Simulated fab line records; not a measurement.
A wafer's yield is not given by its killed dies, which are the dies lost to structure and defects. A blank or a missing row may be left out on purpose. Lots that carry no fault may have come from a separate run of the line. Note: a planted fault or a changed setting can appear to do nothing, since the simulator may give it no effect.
What tool caused it?	flow sky130	13 lots with 39 wafers sampled at 3 steps, on a route of 708 steps

== WHAT THE GAUGES SHOWED, per wafer ==
SKY_METAL1_OVL_MEAS_16. Usual: METAL1_OVL 1 nm, standard deviation 5.6.
lot	measured	on	METAL1_OVL (nm)	flag
L224	day 33 16:02	overlay-01	-5 -5 -2	
L225	day 33 22:39	overlay-01	-5 5 -5	
L226	day 34 08:50	overlay-02	6 -6 8	
L228	day 35 02:56	overlay-01	11 11 8	
L229	day 35 06:41	overlay-01	5 -3 8	
L230	day 35 14:21	overlay-01	-2 -1 3	
L234	day 36 19:38	overlay-01	-3 -7 1	
L235	day 37 08:29	overlay-02	-5 5 2	
L236	day 37 11:23	overlay-01	4 -2 -2	
L237	day 38 00:59	overlay-02	-5 0 -2	
L238	day 38 03:00	overlay-01	0 4 -6	
L239	day 38 09:44	overlay-01	5 -4 1	
L240	day 38 12:32	overlay-01	6 13 7	

SKY_VIA1_OVL_MEAS_13. Usual: VIA1_OVL 4 nm, standard deviation 4.8.
lot	measured	on	VIA1_OVL (nm)	flag
L224	day 34 20:50	overlay-01	9 12 -1	
L225	day 35 03:53	overlay-02	3 -6 4	
L226	day 35 14:06	overlay-02	12 6 9	
L228	day 36 07:32	overlay-02	9 8 4	
L229	day 36 10:58	overlay-02	8 2 6	
L230	day 36 18:33	overlay-01	-3 1 0	
L234	day 37 23:50	overlay-01	15 9 11	
L235	day 38 12:43	overlay-01	1 5 -2	
L236	day 38 14:50	overlay-01	3 2 7	
L237	day 39 03:41	overlay-01	7 6 5	
L238	day 39 05:46	overlay-02	-1 0 2	
L239	day 39 13:01	overlay-02	13 12 15	
L240	day 39 15:05	overlay-01	1 5 7	

== EACH LOT AND THE TOOL THAT RAN IT (in order: tool; ch and the chambers of the sampled wafers; start) ==
lot	SKY_METAL1_ETCH_18
L224	rie_metal-02 ch 0,1, day 33 16:05
L225	rie_metal-04 ch 0,1, day 33 22:44
L226	rie_metal-01 ch 0,1, day 34 08:55
L228	rie_metal-01 ch 0,1, day 35 03:02
L229	rie_metal-01 ch 0,1, day 35 06:46
L230	rie_metal-01 ch 0,1, day 35 14:26
L234	rie_metal-01 ch 0,1, day 36 19:43
L235	rie_metal-01 ch 0,1, day 37 08:34
L236	rie_metal-04 ch 0,1, day 37 11:26
L237	rie_metal-04 ch 0,1, day 38 01:03
L238	rie_metal-01 ch 0,1, day 38 03:04
L239	rie_metal-02 ch 1, day 38 09:51
L240	rie_metal-04 ch 0,1, day 38 12:35
- SKY_METAL1_ETCH_18: etches BARC in N2/H2, stops on SiO2, time 45.9 s, target depth 60 nm.

== WHAT THE TOOLS THEMSELVES READ (means of the sampled wafers that have a number; where no wafer has one, the mark that the record gives instead) ==
SKY_METAL1_ETCH_18. Usual: chamber_pressure_mTorr 30.003 mTorr, standard deviation 0.026; drypump_motor_current_A 5.5 A, standard deviation 0.52; oes_product_au 0.854 a.u., standard deviation 0.0048; rf_fwd_power_W 495.4 W, standard deviation 2; throttle_valve_pct 13.224 %, standard deviation 0.0089.
lot	tool	chamber_pressure_mTorr (mTorr)	drypump_motor_current_A (A)	oes_product_au (a.u.)	rf_fwd_power_W (W)	throttle_valve_pct (%)	flag
L224	rie_metal-02	29.977	5.4	0.856	495.5	13.226	
L225	rie_metal-04	29.968	6.0	0.862	493.4	13.223	
L226	rie_metal-01	30.013	5.2	0.856	495.9	13.226	
L228	rie_metal-01	30.023	5.4	0.852	498.1	13.224	
L229	rie_metal-01	30.021	5.4	0.847	495.7	13.228	
L230	rie_metal-01	30.027	5.5	0.857	496.5	13.226	
L234	rie_metal-01	29.978	5.5	0.859	494.6	13.229	
L235	rie_metal-01	29.987	5.4	0.855	494.8	13.224	
L236	rie_metal-04	30.012	5.6	0.852	495.4	13.223	
L237	rie_metal-04	29.999	6.0	0.850	494.5	13.214	
L238	rie_metal-01	29.999	5.2	0.853	494.2	13.227	
L239	rie_metal-02	30.022	5.1	0.851	496.3	13.226	
L240	rie_metal-04	30.010	5.6	0.854	494.5	13.227	

== THE ANSWER, worked out from the rows above alone ==
Rule: a lot counts as off when the mean over its wafers that have a number is more than 3 standard deviations away from the usual mean. A lot without any number at a reading at which 4 lots or more have one is off too. The other lots that the step has rows for count as sound. First the gauges in route order, then the tools' own readings, where a lot's mean is used as printed above. At the first step where some lot is off, the reading lying furthest off is the one used; lots without a number count as furthest.
Nothing can be told from this: no lot is off at any reading shown.

== WHAT THE SIMULATOR PUT IN ==
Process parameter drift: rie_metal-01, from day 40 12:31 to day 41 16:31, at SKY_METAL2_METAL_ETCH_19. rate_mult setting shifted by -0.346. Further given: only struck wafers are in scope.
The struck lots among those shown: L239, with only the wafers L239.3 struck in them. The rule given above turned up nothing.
